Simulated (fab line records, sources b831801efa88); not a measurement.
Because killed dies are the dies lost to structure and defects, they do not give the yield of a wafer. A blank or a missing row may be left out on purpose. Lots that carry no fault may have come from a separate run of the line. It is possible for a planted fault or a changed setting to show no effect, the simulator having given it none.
What tool caused it? -- flow sky130 -- 11 lots with 33 wafers sampled at 3 steps, on a route of 708 steps

== WHAT THE GAUGES READ, wafer by wafer ==
SKY_VIA4_RS_MEAS_19: measurement is done with a four-point probe. Usual: for VIA4_W_RS the level is 0.2254 ohm/sq and the standard deviation is 0.0026.
lot,measured,on,VIA4_W_RS (ohm/sq),flag
L290,day 42 21:06,film-metro-02,0.2268 0.2274 0.2301,
L291,day 43 10:45,film-metro-01,0.2205 0.2229 0.2222,
L294,day 44 12:57,film-metro-02,0.2232 0.2280 0.2271,
L293,day 44 14:02,film-metro-01,0.2245 0.2232 0.2220,
L295,day 44 23:04,film-metro-02,0.2258 0.2258 0.2265,
L296,day 45 05:13,film-metro-03,0.2239 0.2233 0.2253,
L297,day 45 06:45,film-metro-01,0.2276 0.2231 0.2301,
L298,day 45 07:05,film-metro-02,0.2281 0.2244 0.2275,
L302,day 46 15:10,film-metro-03,0.2237 0.2252 0.2257,
L309,day 48 03:04,film-metro-03,0.2283 0.2296 0.2286,
L310,day 48 09:37,film-metro-03,0.2281 0.2284 0.2298,

== EACH LOT AND THE TOOL THAT RAN IT (in order: tool; ch and the chambers of the sampled wafers; start) ==
lot,SKY_CAPM_SPUTTER_02,SKY_METAL4_METAL_ETCH_18
L290,"pvd-sputter-03, day 36 09:33","rie-metal-01 ch 0, day 41 20:38"
L291,"pvd-sputter-01, day 37 02:05","rie-metal-02 ch 0,1, day 42 09:53"
L294,"pvd-sputter-01, day 38 05:43","rie-metal-02 ch 0,1, day 43 12:07"
L293,"pvd-sputter-03, day 38 08:03","rie-metal-01 ch 0,1, day 43 13:29"
L295,"pvd-sputter-01, day 38 17:31","rie-metal-03 ch 0,1, day 43 22:41"
L296,"pvd-sputter-03, day 38 23:28","rie-metal-02 ch 0,1, day 44 05:07"
L297,"pvd-sputter-03, day 39 01:32","rie-metal-03 ch 0,1, day 44 06:21"
L298,"pvd-sputter-04, day 39 01:50","rie-metal-01 ch 0,1, day 44 07:20"
L302,"pvd-sputter-03, day 40 18:30","rie-metal-03 ch 0,1, day 45 16:18"
L309,"pvd-sputter-01, day 42 10:43","rie-metal-01 ch 0,1, day 47 05:20"
L310,"pvd-sputter-04, day 42 20:13","rie-metal-03 ch 0,1, day 47 11:52"
- SKY_CAPM_SPUTTER_02: material TiN, target thk 200 nm, time 166.7 s.
- SKY_METAL4_METAL_ETCH_18: etches the open film in Cl2/BCl3, stops on SiO2, target depth 845 nm, time 183.1 s.

== AS READ BY THE TOOLS THEMSELVES (means over the sampled wafers that have a number; for cases with no such wafer, the mark the record gives instead) ==
SKY_CAPM_SPUTTER_02. Usual: cathode-dc-power-W 6499.8 W, standard deviation 1.2; throttle-valve-pct 30.3 %, standard deviation 0.64.
lot,tool,cathode-dc-power-W (W),throttle-valve-pct (%),flag
L290,pvd-sputter-03,6499.5,30.0,
L291,pvd-sputter-01,6499.6,30.0,
L294,pvd-sputter-01,6499.5,30.6,
L293,pvd-sputter-03,6499.0,30.1,
L295,pvd-sputter-01,6499.5,30.5,
L296,pvd-sputter-03,6498.9,30.3,
L297,pvd-sputter-03,6499.2,29.9,
L298,pvd-sputter-04,6499.9,30.6,
L302,pvd-sputter-03,6498.3,29.8,
L309,pvd-sputter-01,6499.8,30.3,
L310,pvd-sputter-04,6499.8,30.5,

SKY_METAL4_METAL_ETCH_18. Usual: bias-w 48.49 W, standard deviation 0.17; drypump-motor-current-A 5.6 A, standard deviation 0.46; he-backside-leak-sccm 3.31 sccm, standard deviation 0.28; mfc-cl2-sccm 60.01 sccm, standard deviation 0.19; oes-product-au 0.867 a.u., standard deviation 0.0067; throttle-valve-pct 22.265 %, standard deviation 0.0088.
lot,tool,bias-w (W),drypump-motor-current-A (A),he-backside-leak-sccm (sccm),mfc-cl2-sccm (sccm),oes-product-au (a.u.),throttle-valve-pct (%),flag
L290,rie-metal-01,48.66,5.3,3.36,59.95,0.863,22.273,
L291,rie-metal-02,48.33,5.2,3.31,60.00,0.864,22.270,
L294,rie-metal-02,48.51,5.1,3.23,60.16,0.870,22.267,
L293,rie-metal-01,48.31,5.7,3.21,59.88,0.875,22.266,
L295,rie-metal-03,48.56,5.9,3.28,59.85,0.863,22.261,
L296,rie-metal-02,48.56,5.1,3.36,60.15,0.866,22.273,
L297,rie-metal-03,48.47,6.2,3.36,59.87,0.872,22.263,
L298,rie-metal-01,48.19,5.5,3.17,60.05,0.869,22.265,
L302,rie-metal-03,48.77,6.2,3.45,59.93,0.876,22.262,
L309,rie-metal-01,48.44,5.5,3.27,60.12,0.870,22.267,
L310,rie-metal-03,48.53,6.2,3.78,59.97,0.872,22.264,

== THE ANSWER, worked out from the rows above alone ==
Rule: a lot counts as off when the mean over its wafers that have a number is more than 3 standard deviations away from the usual mean. Also off: a lot with no number at a reading for which 4 or more lots have one. Any other lot the step has rows for is counted as sound. Order of review: gauges by route order, followed by the tools' own readings, for which a lot's mean as printed above is used. The first step at which some lot is off is used, and at that step the reading that is off furthest; a lot without a number counts as furthest.
Across all readings shown, no lot is off: no conclusion can be drawn from this.

== WHAT THE SIMULATOR PUT IN ==
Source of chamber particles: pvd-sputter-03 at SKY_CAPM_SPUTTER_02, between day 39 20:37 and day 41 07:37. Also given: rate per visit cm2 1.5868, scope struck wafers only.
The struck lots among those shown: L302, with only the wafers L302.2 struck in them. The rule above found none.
